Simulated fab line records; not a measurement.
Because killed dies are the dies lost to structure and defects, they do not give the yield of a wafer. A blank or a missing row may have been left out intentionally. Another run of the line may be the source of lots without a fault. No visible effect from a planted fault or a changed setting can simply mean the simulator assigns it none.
Which tool did it? / flow gf180mcu / Sampling: 12 lots, 36 wafers, 2 of 602 route steps

WHAT THE GAUGES SHOWED, per wafer
GF_HV_LDD_CD_MEAS_07: the cd target is 400 nm. Usual: cdNm reads 399.9 nm (standard deviation 2.3).
lot=L656; measured=day 10 00:25; on=cdSem-02; cdNm (nm)=397.8 398.4 397.4; flag=
lot=L659; measured=day 11 09:05; on=cdSem-01; cdNm (nm)=403.6 403.1 402.9; flag=
lot=L660; measured=day 11 11:47; on=cdSem-02; cdNm (nm)=396.9 398.1 397.7; flag=
lot=L661; measured=day 11 19:01; on=cdSem-02; cdNm (nm)=400.4 400.1 399.8; flag=
lot=L662; measured=day 12 00:37; on=cdSem-02; cdNm (nm)=404.7 402.7 403.6; flag=
lot=L664; measured=day 12 14:56; on=cdSem-01; cdNm (nm)=396.3 399.2 401.4; flag=
lot=L669; measured=day 14 00:35; on=cdSem-01; cdNm (nm)=352.9 350.7 352.9; flag=OFF
lot=L673; measured=day 15 10:05; on=cdSem-02; cdNm (nm)=365.5 363.3 364.3; flag=OFF
lot=L674; measured=day 15 13:19; on=cdSem-01; cdNm (nm)=399.3 401.5 401.2; flag=
lot=L675; measured=day 15 21:37; on=cdSem-01; cdNm (nm)=397.3 397.6 396.2; flag=
lot=L677; measured=day 16 14:13; on=cdSem-02; cdNm (nm)=400.5 402.2 403.5; flag=
lot=L679; measured=day 17 07:34; on=cdSem-01; cdNm (nm)=399.4 398.7 400.9; flag=

TOOL THAT RAN EACH LOT (tool first, then ch and the chambers of the sampled wafers, then the start)
lot=L656; GF_HV_LDD_EXPOSE_04=ilineStepper-01 ch 0, day 9 16:14
lot=L659; GF_HV_LDD_EXPOSE_04=ilineStepper-02 ch 0, day 10 23:52
lot=L660; GF_HV_LDD_EXPOSE_04=ilineStepper-01 ch 0, day 11 02:25
lot=L661; GF_HV_LDD_EXPOSE_04=ilineStepper-02 ch 0, day 11 10:03
lot=L662; GF_HV_LDD_EXPOSE_04=ilineStepper-02 ch 0, day 11 15:03
lot=L664; GF_HV_LDD_EXPOSE_04=ilineStepper-02 ch 0, day 12 05:24
lot=L669; GF_HV_LDD_EXPOSE_04=ilineStepper-02 ch 0, day 13 15:01
lot=L673; GF_HV_LDD_EXPOSE_04=ilineStepper-02 ch 0, day 14 23:35
lot=L674; GF_HV_LDD_EXPOSE_04=ilineStepper-01 ch 0, day 15 02:52
lot=L675; GF_HV_LDD_EXPOSE_04=ilineStepper-01 ch 0, day 15 11:19
lot=L677; GF_HV_LDD_EXPOSE_04=ilineStepper-01 ch 0, day 16 04:02
lot=L679; GF_HV_LDD_EXPOSE_04=ilineStepper-01 ch 0, day 16 20:55
- GF_HV_LDD_EXPOSE_04: exposes mask Nplus LV AREA, target cd 400 nm.

AS READ BY THE TOOLS THEMSELVES (means over the sampled wafers that have a number; for cases with no such wafer, the mark the record gives instead)
GF_HV_LDD_EXPOSE_04. Usual: exposureDoseMJCm2 reads 139.95 (standard deviation 0.15).
lot=L656 tool=ilineStepper-01 exposureDoseMJCm2=140.11 flag=
lot=L659 tool=ilineStepper-02 exposureDoseMJCm2=139.86 flag=
lot=L660 tool=ilineStepper-01 exposureDoseMJCm2=140.12 flag=
lot=L661 tool=ilineStepper-02 exposureDoseMJCm2=139.95 flag=
lot=L662 tool=ilineStepper-02 exposureDoseMJCm2=139.95 flag=
lot=L664 tool=ilineStepper-02 exposureDoseMJCm2=139.81 flag=
lot=L669 tool=ilineStepper-02 exposureDoseMJCm2=118.06 flag=OFF
lot=L673 tool=ilineStepper-02 exposureDoseMJCm2=122.98 flag=OFF
lot=L674 tool=ilineStepper-01 exposureDoseMJCm2=139.95 flag=
lot=L675 tool=ilineStepper-01 exposureDoseMJCm2=140.05 flag=
lot=L677 tool=ilineStepper-01 exposureDoseMJCm2=140.00 flag=
lot=L679 tool=ilineStepper-01 exposureDoseMJCm2=140.11 flag=

THE ANSWER, worked out from the rows above alone
Rule: lot off if the mean of its wafers having a number is beyond 3 standard deviations from the usual mean. Also off: a lot with no number at a reading for which 4 or more lots have one. All remaining lots with rows at the step are treated as sound. After the gauges, taken in route order, come the tools' own readings; for these a lot's mean is taken, as printed above. At the first step where some lot is off, the reading lying furthest off is the one used; lots without a number count as furthest.
Off, at GF_HV_LDD_CD_MEAS_07 on cdNm: L669, L673.
A tool fits if, at a process step before that reading, it ran every lot that is off, and no sound lot after the first of them. Not tried: the gauges at GF_HV_LDD_CD_MEAS_07; whatever is off there is also off at GF_HV_LDD_EXPOSE_04, on other tools, and gauge error can't account for it. One candidate fits, namely ilineStepper-02 at GF_HV_LDD_EXPOSE_04. A fault onset in the window from L664 (day 12 05:24, its last sound lot) to L669 (day 13 15:01, its first lot off) fits.
The tool's own readings at GF_HV_LDD_EXPOSE_04 bear it out: on the lots that are off they differ by more than 5 times the standard deviation of the sound lots' means. exposureDoseMJCm2 reads 120.52 there against 139.99 on the sound lots.

WHAT THE SIMULATOR PUT IN
Drift in process parameters on ilineStepper-02 at GF_HV_LDD_EXPOSE_04, starting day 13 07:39. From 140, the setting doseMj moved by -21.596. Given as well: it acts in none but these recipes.
Lots struck among those shown: L669, L673. The same result came from the rule above.
